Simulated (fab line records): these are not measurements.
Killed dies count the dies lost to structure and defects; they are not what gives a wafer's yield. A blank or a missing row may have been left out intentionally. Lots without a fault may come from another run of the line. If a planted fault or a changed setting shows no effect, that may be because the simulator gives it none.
fab line records    flow sky130
record: lots: 5  wafers: 23
route steps=708 shown GATE_OXIDE@193 RES_PROTECT@208 POLY_GATE@213 LDD_P@257 LDD_HVN@275
start_h: hours from the record's first day to the start of the lot's first wafer shown    wait_h: hours since the lot's step before    " the same as in the row above    L1.1+2: several wafers, shown together as one row    - value missing, or start not given    * or withheld: withheld    < > ~ a bound
route shown NAME@n: a module of which the file shows steps, and the number in the route of the first    usual: the fault-free wafers' mean and standard deviation    same: alike in all rows    chamber/n: place in a boat    sites: per-site readings    _std_site: their standard deviation    _edge_site: mean of outer sites minus mean of inner sites    radius_mm: how far each site lies from the wafer's centre    mask NAME#n: copy n    behind: the most recent tool/chamber to have shaped the wafer    hold: reason for holding the lot/hours on hold/outcome of the hold    device: whichever transistor did not switch (one of n, p or np)    end of line: the same wafers' tests at the end of the route    step lacking rows: just its recipe    killed: count of dies lost to structure and defects at first sort (not the wafer's yield)    map: per-die view of a wafer (x killed, . not killed, _ where there is no die)
set.NAME: the setting that was run; set.NAME@STEP: the one run at that earlier step    model.NAME: the simulator's own value behind a step, which no gauge read
lots whose settings were changed on purpose; a table a step, a row a wafer
== steps ==
step: SKY_GATE_OXIDE_SOFTBAKE_06
recipe: temp_c: 90  time_s: 60  resist: NOVOLAK
lot.wafer   tool            chamber  start_h  wait_h  set.temp_c
L075.1+3    litho_track-02  0        330.41   0.1     92.2
L075.2+5+6  "               0        "        "       90
L076.2+6    litho_track-01  0        331.15   0.1     90
L076.3+4+5  "               0        "        "       88.26
L079.3+5+6  litho_track-02  0        335.21   0.1     90
L082.1+2    litho_track-01  0        357.58   0.1     93.03
L082.3+4+5  "               0        "        "       90
L084.1+2    litho_track-02  0        363.36   0.1     90
L084.4+5+6  "               0        "        "       93.61
step: SKY_GATE_OXIDE_EXPOSE_07
recipe: mask_id: LVOM  na: 0.6  source_shape: conventional  sigma_outer: 0.6  polarization: unpolarized  target_cd_nm: 600  dose_mj: 170
step: SKY_GATE_OXIDE_PEB_08
recipe: temp_c: withheld  time_s: *  resist: NOVOLAK
step: SKY_GATE_OXIDE_DEVELOP_09
recipe: resist: NOVOLAK  developer: TMAH  develop_time_s: 60  dev_temp_c: 23
lot.wafer  tool            chamber  start_h  wait_h  set.temp_c@GATE_OXIDE_SOFTBAKE_06  model.NOVOLAK_of_GATE_OXIDE_COAT_05.thk_nm
L075.1     litho_track-01  0        344.43   0.1     92.2                               1130
L075.2     "               0        "        "       90                                 1140
L075.3     "               0        "        "       92.2                               1133
L075.5     "               0        "        "       90                                 1138
L075.6     "               0        "        "       90                                 1142
L076.2     litho_track-01  0        345.05   0.1     90                                 1144
L076.3     "               0        "        "       88.26                              1147
L076.4+5   "               0        "        "       88.26                              1150
L076.6     "               0        "        "       90                                 1147
L079.3+6   litho_track-04  0        348.18   0.1     90                                 1142
L079.5     "               0        "        "       90                                 1144
L082.1     litho_track-01  0        371.28   0.1     93.03                              1133
L082.2     "               0        "        "       93.03                              1131
L082.3+5   "               0        "        "       90                                 1143
L082.4     "               0        "        "       90                                 1139
L084.1+2   litho_track-02  0        376.36   0.1     90                                 1138
L084.4+6   "               0        "        "       93.61                              1126
L084.5     "               0        "        "       93.61                              1128
step: SKY_GATE_OXIDE_IMPLANT_11
recipe: species: B  energy_kev: 10  dose_cm2: 2.6e+12  tilt_deg: withheld
lot.wafer       tool          chamber  start_h  wait_h  set.energy_kev  model.implant.rp_nm  model.implant.drp_nm
L075.1+5+6      implanter-02  0        344.61   0.0     10              32.7                 17.11
L075.2+3        "             0        "        "       9.465           31.26                16.47
L076.2+4        implanter-03  0        345.24   0.0     10              32.86                17.11
L076.3+5+6      "             0        "        "       10.43           34.26                17.62
L079.3+5+6      implanter-03  0        348.36   0.1     10              32.31                17.11
L082.1+2+3+4+5  implanter-03  0        371.46   0.0     10              33.41                17.11
L084.1+4+6      implanter-02  0        376.55   0.0     10              33.42                17.11
L084.2+5        "             0        "        "       9.846           33                   16.93
step: SKY_GATE_OXIDE_WET_ETCH_12
recipe: chemistry: dHF  target_depth_nm: 16.8  dry: n2_spin  target: SiO2  dilution: 100:1  temp_c: 25  time_s: 336
step: SKY_GATE_OXIDE_STRIP_13
recipe: chemistry: O2/N2  power_w: 1400  pressure_mtorr: 1500  platen_temp_c: withheld  o2_flow_sccm: 3000  n2_flow_sccm: 300  overash_fraction: 0.5
usual: strip_time_to_endpoint_s: 14.18/0.037
lot.wafer  tool             chamber  start_h  wait_h  set.temp_c@GATE_OXIDE_SOFTBAKE_06  strip_time_to_endpoint_s
L075.1     plasma_asher-02  1        344.87   0.0     92.2                               14.08
L075.2     "                0        "        "       90                                 14.20
L075.3     "                1        "        "       92.2                               14.09
L075.5     "                0        "        "       90                                 14.16
L075.6     "                1        "        "       90                                 14.22
L076.2     plasma_asher-01  0        345.47   0.0     90                                 14.23
L076.3     "                1        "        "       88.26                              14.27
L076.4     "                0        "        "       88.26                              14.32
L076.5     "                0        "        "       88.26                              14.27
L076.6     "                1        "        "       90                                 14.26
L079.3     plasma_asher-02  1        348.62   0.0     90                                 14.21
L079.5     "                1        "        "       90                                 14.23
L079.6     "                0        "        "       90                                 14.21
L082.1     plasma_asher-04  0        371.72   0.0     93.03                              14.09
L082.2     "                1        "        "       93.03                              14.05
L082.3     "                0        "        "       90                                 14.21
L082.4     "                1        "        "       90                                 14.17
L082.5     "                1        "        "       90                                 14.22
L084.1     plasma_asher-01  0        376.80   0.0     90                                 14.15
L084.2     "                1        "        "       90                                 14.15
L084.4     "                1        "        "       93.61                              14.01
L084.5     "                0        "        "       93.61                              14.03
L084.6     "                1        "        "       93.61                              14.02
step: SKY_GATE_OXIDE_TW_MEAS_14
usual: GATE_OXIDE_TW: 223.9/0.94
lot.wafer  tool           chamber  start_h  wait_h  set.energy_kev@GATE_OXIDE_IMPLANT_11  GATE_OXIDE_TW
L075.1     film_metro-02  -        344.97   0.1     10                                    223.6
L075.2     "              -        "        "       9.465                                 219.4
L075.3     "              -        "        "       9.465                                 220.1
L075.5     "              -        "        "       10                                    222.6
L075.6     "              -        "        "       10                                    223.0
L076.2     film_metro-04  -        345.58   0.1     10                                    223.0
L076.3     "              -        "        "       10.43                                 225.6
L076.4     "              -        "        "       10                                    223.6
L076.5     "              -        "        "       10.43                                 225.0
L076.6     "              -        "        "       10.43                                 226.7
L079.3     film_metro-01  -        348.70   0.1     10                                    224.4
L079.5     "              -        "        "       10                                    226.1
L079.6     "              -        "        "       10                                    225.0
L082.1     film_metro-04  -        371.82   0.1     10                                    223.3
L082.2     "              -        "        "       10                                    224.2
L082.3     "              -        "        "       10                                    225.0
L082.4     "              -        "        "       10                                    223.8
L082.5     "              -        "        "       10                                    224.5
L084.1     film_metro-02  -        376.90   0.1     10                                    224.5
L084.2     "              -        "        "       9.846                                 223.3
L084.4     "              -        "        "       10                                    225.7
L084.5     "              -        "        "       9.846                                 224.5
L084.6     "              -        "        "       10                                    224.7
step: SKY_RES_PROTECT_COAT_02
recipe: resist: NOVOLAK  spin_rpm: 3000  resist_thk_nm: 1140
lot.wafer   tool            chamber  start_h  wait_h  set.resist_thk_nm  model.NOVOLAK_of_RES_PROTECT_COAT_02.thk_nm
L075.1      litho_track-01  0        362.08   0.1     1140               1143
L075.2      "               0        "        "       1140               1147
L075.3+6    "               0        "        "       1189               1192
L075.5      "               0        "        "       1140               1145
L076.2      litho_track-03  0        362.91   0.1     1097               1099
L076.3      "               0        "        "       1097               1095
L076.4      "               0        "        "       1140               1138
L076.5      "               0        "        "       1140               1142
L076.6      "               0        "        "       1097               1097
L079.3      litho_track-01  0        371.78   0.1     1140               1135
L079.5+6    "               0        "        "       1140               1138
L082.1+2+5  litho_track-03  0        388.34   0.1     1140               1139
L082.3+4    "               0        "        "       1140               1136
L084.1      litho_track-03  0        395.79   0.1     1140               1140
L084.2      "               0        "        "       1169               1169
L084.4      "               0        "        "       1169               1170
L084.5      "               0        "        "       1169               1164
L084.6      "               0        "        "       1140               1141
step: SKY_POLY_GATE_IMPLANT_02
recipe: species: P  energy_kev: 30  dose_cm2: 7.7e+15  tilt_deg: 0
lot.wafer   tool          chamber  start_h  wait_h  set.dose_cm2
L075.1+6    implanter-04  0        375.29   0.1     7.7e+15
L075.2+3+5  "             0        "        "       7.904e+15
L076.2+3+4  implanter-03  0        376.40   0.1     7.7e+15
L076.5+6    "             0        "        "       8.199e+15
L079.3+5+6  implanter-04  0        385.68   0.1     7.7e+15
L082.1+3+4  implanter-01  0        403.89   0.1     7.551e+15
L082.2+5    "             0        "        "       7.7e+15
L084.1+5    implanter-03  0        409.84   0.1     8.213e+15
L084.2+4+6  "             0        "        "       7.7e+15
step: SKY_RES_PROTECT_STRIP_07
recipe: chemistry: O2/N2  power_w: 1400  pressure_mtorr: 1500  platen_temp_c: withheld  o2_flow_sccm: 3000  n2_flow_sccm: 300  overash_fraction: 0.5
usual: strip_time_to_endpoint_s: 23.28/0.032
lot.wafer  tool             chamber  start_h  wait_h  set.resist_thk_nm@RES_PROTECT_COAT_02  set.dose_cm2@POLY_GATE_IMPLANT_02  strip_time_to_endpoint_s
L075.1     plasma_asher-02  0        375.44   0.1     1140                                   7.7e+15                            23.33
L075.2     "                1        "        "       1140                                   7.904e+15                          23.47
L075.3     "                1        "        "       1189                                   7.904e+15                          23.94
L075.5     "                0        "        "       1140                                   7.904e+15                          23.43
L075.6     "                1        "        "       1189                                   7.7e+15                            23.85
L076.2     plasma_asher-01  0        376.53   0.1     1097                                   7.7e+15                            22.82
L076.3     "                1        "        "       1097                                   7.7e+15                            22.75
L076.4     "                0        "        "       1140                                   7.7e+15                            23.28
L076.5     "                1        "        "       1140                                   8.199e+15                          23.55
L076.6     "                0        "        "       1097                                   8.199e+15                          23.04
L079.3     plasma_asher-01  1        385.81   0.1     1140                                   7.7e+15                            23.25
L079.5     "                1        "        "       1140                                   7.7e+15                            23.25
L079.6     "                0        "        "       1140                                   7.7e+15                            23.29
L082.1     plasma_asher-01  1        404.04   0.1     1140                                   7.551e+15                          23.18
L082.2     "                0        "        "       1140                                   7.7e+15                            23.23
L082.3     "                0        "        "       1140                                   7.551e+15                          23.13
L082.4     "                1        "        "       1140                                   7.551e+15                          23.17
L082.5     "                1        "        "       1140                                   7.7e+15                            23.27
L084.1     plasma_asher-01  0        409.99   0.1     1140                                   8.213e+15                          23.56
L084.2     "                1        "        "       1169                                   7.7e+15                            23.59
L084.4     "                1        "        "       1169                                   7.7e+15                            23.61
L084.5     "                0        "        "       1169                                   8.213e+15                          23.83
L084.6     "                1        "        "       1140                                   7.7e+15                            23.30
step: SKY_POLY_GATE_EXPOSE_10
recipe: mask_id: P1M  na: 0.68  source_shape: conventional  sigma_outer: 0.6  target_cd_nm: 150  dose_mj: 28
lot.wafer       tool            chamber  start_h  wait_h  mask   set.dose_mj
L075.1+2        krf_scanner-01  0        -        -       P1M#0  28
L075.3+5+6      "               0        "        "       P1M#0  29.73
L076.2+5        krf_scanner-02  0        -        -       P1M#0  28
L076.3+4+6      "               0        "        "       P1M#0  29.81
L079.3+5+6      krf_scanner-02  0        -        -       P1M#0  28
L082.1+2+3+4+5  krf_scanner-01  0        -        -       P1M#0  28
L084.1+2+6      krf_scanner-02  0        -        -       P1M#0  27.37
L084.4+5        "               0        "        "       P1M#0  28
step: SKY_POLY_GATE_PEB_11
recipe: peb_temp_c: withheld  peb_time_s: withheld  resist: KrF-thick
step: SKY_POLY_GATE_DEVELOP_12
recipe: develop_time_s: 60  resist: KrF-thick  dev_temp_c: 21
step: SKY_POLY_GATE_CD_MEAS_13
recipe: target_cd_nm: 150
usual: cd_nm: 150.6/1.4
lot.wafer  tool       chamber  start_h  wait_h  set.dose_mj@POLY_GATE_EXPOSE_10  cd_nm
L075.1     cd_sem-02  -        405.83   -       28                               152.2
L075.2     "          -        "        "       28                               151.9
L075.3     "          -        "        "       29.73                            141.6
L075.5     "          -        "        "       29.73                            141.4
L075.6     "          -        "        "       29.73                            142.2
L076.2     cd_sem-01  -        407.53   -       28                               151.0
L076.3     "          -        "        "       29.81                            139.1
L076.4     "          -        "        "       29.81                            139.9
L076.5     "          -        "        "       28                               151.5
L076.6     "          -        "        "       29.81                            140.2
L079.3     cd_sem-01  -        417.63   -       28                               150.0
L079.5     "          -        "        "       28                               151.0
L079.6     "          -        "        "       28                               151.3
L082.1     cd_sem-02  -        435.09   -       28                               150.4
L082.2     "          -        "        "       28                               150.3
L082.3     "          -        "        "       28                               149.5
L082.4     "          -        "        "       28                               149.6
L082.5     "          -        "        "       28                               148.5
L084.1     cd_sem-02  -        442.76   -       27.37                            152.8
L084.2     "          -        "        "       27.37                            152.7
L084.4     "          -        "        "       28                               149.2
L084.5     "          -        "        "       28                               149.2
L084.6     "          -        "        "       27.37                            152.4
step: SKY_POLY_GATE_ETCH_15
recipe: chemistry: N2/H2  target: BARC  ion_energy_ev: 200  source_w: 500  bias_w: 100  pressure_mtorr: 30  n2_flow_sccm: 100  h2_flow_sccm: 200  stop_on: SiO2  time_s: 118.5  target_depth_a: 1100
lot.wafer  tool         chamber  start_h  wait_h  set.dose_mj@POLY_GATE_EXPOSE_10  model.POLY_GATE.cd_nm
L075.1     rie_diel-04  1        405.98   0.0     28                               154.1
L075.2     "            0        "        "       28                               152.9
L075.3     "            2        "        "       29.73                            143.8
L075.5+6   "            1,2      "        "       29.73                            144.2
L076.2     rie_diel-02  0        407.67   0.0     28                               152.9
L076.3     "            3        "        "       29.81                            138.4
L076.4     "            2        "        "       29.81                            137
L076.5     "            0        "        "       28                               152.8
L076.6     "            3        "        "       29.81                            139.9
L079.3     rie_diel-02  2        417.74   0.0     28                               148.4
L079.5     "            0        "        "       28                               152.8
L079.6     "            3        "        "       28                               151.6
L082.1     rie_diel-04  3        435.24   0.0     28                               153.8
L082.2     "            1        "        "       28                               153
L082.3     "            2        "        "       28                               152.6
L082.4     "            0        "        "       28                               152.4
L082.5     "            0        "        "       28                               152.5
L084.1     rie_diel-02  0        442.92   0.0     27.37                            150.7
L084.2     "            1        "        "       27.37                            153.9
L084.4     "            2        "        "       28                               144.7
L084.5     "            2        "        "       28                               145.5
L084.6     "            3        "        "       27.37                            150
step: SKY_POLY_GATE_ETCH_16
recipe: stop_on: poly-Si  chemistry: CH3F/O2  target: Si3N4  source_w: 400  bias_w: 80  pressure_mtorr: 25  ch3f_flow_sccm: 40  O2_flow_sccm: 30  time_s: 147.5  target_depth_a: 750
step: SKY_POLY_GATE_ETCH_17
recipe: target_depth_nm: 180  stop_on: SiO2  over_etch_frac: 0.56667  chemistry: HBr/Cl2  target: poly-Si  icp_w: 400  bias_w: 100  pressure_mtorr: 10  HBr_flow_sccm: 150  Cl2_flow_sccm: 50  time_s: 70.5
lot.wafer  tool       chamber  start_h  wait_h  set.dose_mj@POLY_GATE_EXPOSE_10  model.POLY_GATE.cd_nm
L075.1     rie_si-02  2        406.60   0.0     28                               156.4
L075.2     "          0        "        "       28                               153
L075.3     "          1        "        "       29.73                            142.9
L075.5     "          2        "        "       29.73                            145.6
L075.6     "          3        "        "       29.73                            145
L076.2     rie_si-02  0        407.85   0.0     28                               152.9
L076.3     "          2        "        "       29.81                            140.6
L076.4     "          3        "        "       29.81                            137.8
L076.5     "          0        "        "       28                               154.6
L076.6     "          3        "        "       29.81                            141.5
L079.3     rie_si-02  1        417.92   0.0     28                               149
L079.5     "          2        "        "       28                               154.6
L079.6     "          3        "        "       28                               151.6
L082.1     rie_si-02  0        435.42   0.0     28                               155
L082.2     "          2        "        "       28                               155.3
L082.3     "          3        "        "       28                               151.2
L082.4     "          1        "        "       28                               151.3
L082.5     "          2        "        "       28                               154.8
L084.1     rie_si-01  1        443.10   0.0     27.37                            150.7
L084.2     "          0        "        "       27.37                            153.7
L084.4     "          1        "        "       28                               144.2
L084.5     "          0        "        "       28                               144.8
L084.6     "          2        "        "       27.37                            148.9
step: SKY_POLY_GATE_STRIP_18
recipe: chemistry: O2/N2  power_w: 1400  pressure_mtorr: 1500  platen_temp_c: withheld  o2_flow_sccm: 3000  n2_flow_sccm: 300  overash_fraction: 0.5
step: SKY_POLY_GATE_CLEAN_19
recipe: chemistry: SC1/SC2  mix: 1:4:20  temp_c: 70  time_s: 150  dry: n2_spin
step: SKY_POLY_GATE_OXIDATION_20
recipe: temp_c: 850  ambient: O2  stabilise_s: 600  purge_s: 300  target_thk_a: 40  ox_time_s: 899
step: SKY_POLY_GATE_CD_MEAS_22
usual: cd_nm: 152/3.5
lot.wafer  tool       chamber  start_h  wait_h  set.dose_mj@POLY_GATE_EXPOSE_10  cd_nm
L076.2     cd_sem-01  -        412.05   0.3     28                               153
L076.3     "          -        "        "       29.81                            141
L076.4     "          -        "        "       29.81                            138
L076.5     "          -        "        "       28                               155
L076.6     "          -        "        "       29.81                            142
L075.1     cd_sem-02  -        412.07   0.4     28                               156
L075.2     "          -        "        "       28                               153
L075.3     "          -        "        "       29.73                            143
L075.5     "          -        "        "       29.73                            146
L075.6     "          -        "        "       29.73                            145
L079.3     cd_sem-01  -        421.76   0.1     28                               148
L079.5     "          -        "        "       28                               155
L079.6     "          -        "        "       28                               152
L082.1     cd_sem-02  -        437.16   0.1     28                               155
L082.2     "          -        "        "       28                               155
L082.3     "          -        "        "       28                               151
L082.4     "          -        "        "       28                               152
L082.5     "          -        "        "       28                               155
L084.1     cd_sem-02  -        444.61   0.1     27.37                            151
L084.2     "          -        "        "       27.37                            154
L084.4     "          -        "        "       28                               144
L084.5     "          -        "        "       28                               145
L084.6     "          -        "        "       27.37                            149
step: SKY_LDD_P_COAT_02
recipe: resist: NOVOLAK  spin_rpm: 3000  resist_thk_nm: 1140
lot.wafer  tool            chamber  start_h  wait_h  set.spin_rpm  model.NOVOLAK_of_LDD_P_COAT_02.thk_nm
L076.2     litho_track-04  0        459.70   0.1     3000          1140
L076.3     "               0        "        "       2875          1162
L076.4     "               0        "        "       2875          1163
L076.5     "               0        "        "       3000          1139
L076.6     "               0        "        "       3000          1138
L075.1+6   litho_track-01  0        460.08   0.1     2850          1174
L075.2     "               0        "        "       3000          1144
L075.3     "               0        "        "       3000          1146
L075.5     "               0        "        "       2850          1176
L079.3     litho_track-01  0        467.38   0.1     3000          1141
L079.5     "               0        "        "       3000          1145
L079.6     "               0        "        "       3000          1144
L082.1     litho_track-01  0        484.03   0.1     3000          1138
L082.2+4   "               0        "        "       2853          1167
L082.3+5   "               0        "        "       3000          1137
L084.1     litho_track-04  0        493.03   0.1     3218          1103
L084.2+5   "               0        "        "       3000          1142
L084.4     "               0        "        "       3000          1140
L084.6     "               0        "        "       3218          1104
step: SKY_LDD_P_DEVELOP_06
recipe: resist: NOVOLAK  developer: TMAH  develop_time_s: 60  dev_temp_c: 23
lot.wafer       tool            chamber  start_h  wait_h  set.dev_temp_c
L076.2+4        litho_track-04  0        474.00   0.1     26.03
L076.3+5+6      "               0        "        "       23
L075.1+2+5      litho_track-01  0        474.43   0.1     23
L075.3+6        "               0        "        "       25.9
L079.3+5+6      litho_track-02  0        483.11   0.1     23
L082.1+2+5      litho_track-04  0        499.13   0.1     23
L082.3+4        "               0        "        "       20.79
L084.1+2+4+5+6  litho_track-02  0        507.76   0.1     23
step: SKY_LDD_P_CD_MEAS_07
recipe: target_cd_nm: 380
usual: cd_nm: 380.1/2.1
lot.wafer  tool       chamber  start_h  wait_h  set.dev_temp_c@LDD_P_DEVELOP_06  cd_nm
L076.2     cd_sem-02  -        474.15   0.1     26.03                            370.7
L076.3     "          -        "        "       23                               378.5
L076.4     "          -        "        "       26.03                            370.8
L076.5     "          -        "        "       23                               380.0
L076.6     "          -        "        "       23                               379.6
L075.1     cd_sem-02  -        474.58   0.1     23                               376.6
L075.2     "          -        "        "       23                               378.7
L075.3     "          -        "        "       25.9                             371.5
L075.5     "          -        "        "       23                               375.5
L075.6     "          -        "        "       25.9                             366.1
L079.3     cd_sem-02  -        483.25   0.1     23                               377.2
L079.5     "          -        "        "       23                               380.5
L079.6     "          -        "        "       23                               379.8
L082.1     cd_sem-02  -        499.28   0.1     23                               381.4
L082.2     "          -        "        "       23                               377.4
L082.3     "          -        "        "       20.79                            388.7
L082.4     "          -        "        "       20.79                            383.8
L082.5     "          -        "        "       23                               381.1
L084.1     cd_sem-02  -        507.91   0.1     23                               382.6
L084.2     "          -        "        "       23                               382.0
L084.4     "          -        "        "       23                               380.3
L084.5     "          -        "        "       23                               379.6
L084.6     "          -        "        "       23                               384.6
step: SKY_LDD_P_IMPLANT_09
recipe: species: BF2  energy_kev: 25  dose_cm2: 1e+13  tilt_deg: withheld
step: SKY_LDD_P_STRIP_10
recipe: chemistry: O2/N2  power_w: 1400  pressure_mtorr: 1500  platen_temp_c: withheld  o2_flow_sccm: 3000  n2_flow_sccm: 300  overash_fraction: 0.5
usual: strip_time_to_endpoint_s: 14.19/0.037
lot.wafer  tool             chamber  start_h  wait_h  set.spin_rpm@LDD_P_COAT_02  strip_time_to_endpoint_s
L076.2     plasma_asher-02  0        474.43   0.1     3000                        14.19
L076.3     "                1        "        "       2875                        14.39
L076.4     "                0        "        "       2875                        14.41
L076.5     "                0        "        "       3000                        14.16
L076.6     "                1        "        "       3000                        14.16
L075.1     plasma_asher-04  1        474.88   0.1     2850                        14.56
L075.2     "                0        "        "       3000                        14.23
L075.3     "                0        "        "       3000                        14.25
L075.5     "                0        "        "       2850                        14.57
L075.6     "                1        "        "       2850                        14.54
L079.3     plasma_asher-01  0        483.55   0.1     3000                        14.19
L079.5     "                1        "        "       3000                        14.23
L079.6     "                0        "        "       3000                        14.22
L082.1     plasma_asher-01  0        499.58   0.1     3000                        14.14
L082.2     "                1        "        "       2853                        14.46
L082.3     "                0        "        "       3000                        14.14
L082.4     "                1        "        "       2853                        14.45
L082.5     "                0        "        "       3000                        14.15
L084.1     plasma_asher-02  0        508.22   0.1     3218                        13.74
L084.2     "                1        "        "       3000                        14.20
L084.4     "                0        "        "       3000                        14.18
L084.5     "                1        "        "       3000                        14.21
L084.6     "                0        "        "       3218                        13.75
step: SKY_LDD_HVN_IMPLANT_08
recipe: species: P  energy_kev: 60  dose_cm2: 3e+13  tilt_deg: 40
lot.wafer       tool          chamber  start_h  wait_h  set.energy_kev  model.implant.rp_nm  model.implant.drp_nm
L076.2+3        implanter-04  0        506.14   0.0     57.23           53.22                27.04
L076.4+5+6      "             0        "        "       60              55.84                28.15
L075.1+2+3+5+6  implanter-03  0        506.41   0.0     60              55.01                28.15
L079.3+5+6      implanter-02  0        514.56   0.1     60              54.89                28.15
L082.1+3+4      implanter-04  0        530.47   0.0     62.47           59.29                29.16
L082.2+5        "             0        "        "       60              56.9                 28.15
L084.1+5        implanter-02  0        539.26   0.0     58.04           52.89                27.36
L084.2+4+6      "             0        "        "       60              54.71                28.15
== key ==
split: step: SKY_GATE_OXIDE_SOFTBAKE_06  setting: temp_c  stated: 90  by: wafer
response: step: SKY_GATE_OXIDE_DEVELOP_09  reading: model.NOVOLAK_of_GATE_OXIDE_COAT_05.thk_nm  change: -2.85  per: 1%  r: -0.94
response: step: SKY_GATE_OXIDE_STRIP_13  reading: strip_time_to_endpoint_s  change: *  per: 1%  r: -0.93
split: step: SKY_GATE_OXIDE_IMPLANT_11  setting: energy_kev  stated: 10  by: wafer
response: step: SKY_GATE_OXIDE_IMPLANT_11  reading: model.implant.rp_nm  change: +0.289  per: 1%  r: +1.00
response: step: SKY_GATE_OXIDE_IMPLANT_11  reading: model.implant.drp_nm  change: +0.12  per: 1%  r: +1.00
response: step: SKY_GATE_OXIDE_TW_MEAS_14  reading: GATE_OXIDE_TW  change: +0.609  per: 1%  r: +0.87
split: step: SKY_RES_PROTECT_COAT_02  setting: resist_thk_nm  stated: 1140  by: wafer
response: step: SKY_RES_PROTECT_COAT_02  reading: model.NOVOLAK_of_RES_PROTECT_COAT_02.thk_nm  change: +11.1  per: 1%  r: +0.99
response: step: SKY_RES_PROTECT_STRIP_07  reading: strip_time_to_endpoint_s  change: *  per: 1%  r: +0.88
split: step: SKY_POLY_GATE_IMPLANT_02  setting: dose_cm2  stated: 7.7e+15  by: wafer
response: step: SKY_RES_PROTECT_STRIP_07  reading: strip_time_to_endpoint_s  slope: *  per: 1%  together_with: resist_thk_nm@RES_PROTECT_COAT_02  explained: 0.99
split: step: SKY_POLY_GATE_EXPOSE_10  setting: dose_mj  stated: 28  by: wafer
response: step: SKY_POLY_GATE_CD_MEAS_13  reading: cd_nm  change: -1.72  per: 1%  r: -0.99
response: step: SKY_POLY_GATE_ETCH_15  reading: model.POLY_GATE.cd_nm  change: -1.95  per: 1%  r: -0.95
response: step: SKY_POLY_GATE_ETCH_17  reading: model.POLY_GATE.cd_nm  change: -1.96  per: 1%  r: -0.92
response: step: SKY_POLY_GATE_CD_MEAS_22  reading: cd_nm  change: -1.96  per: 1%  r: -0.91
split: step: SKY_LDD_P_COAT_02  setting: spin_rpm  stated: 3000  by: wafer
response: step: SKY_LDD_P_COAT_02  reading: model.NOVOLAK_of_LDD_P_COAT_02.thk_nm  change: -5.58  per: 1%  r: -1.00
response: step: SKY_LDD_P_STRIP_10  reading: strip_time_to_endpoint_s  change: *  per: 1%  r: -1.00
split: step: SKY_LDD_P_DEVELOP_06  setting: dev_temp_c  stated: 23  by: wafer
response: step: SKY_LDD_P_CD_MEAS_07  reading: cd_nm  change: -0.649  per: 1%  r: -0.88
split: step: SKY_LDD_HVN_IMPLANT_08  setting: energy_kev  stated: 60  by: wafer
response: step: SKY_LDD_HVN_IMPLANT_08  reading: model.implant.rp_nm  change: +0.57  per: 1%  r: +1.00
response: step: SKY_LDD_HVN_IMPLANT_08  reading: model.implant.drp_nm  change: +0.242  per: 1%  r: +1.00
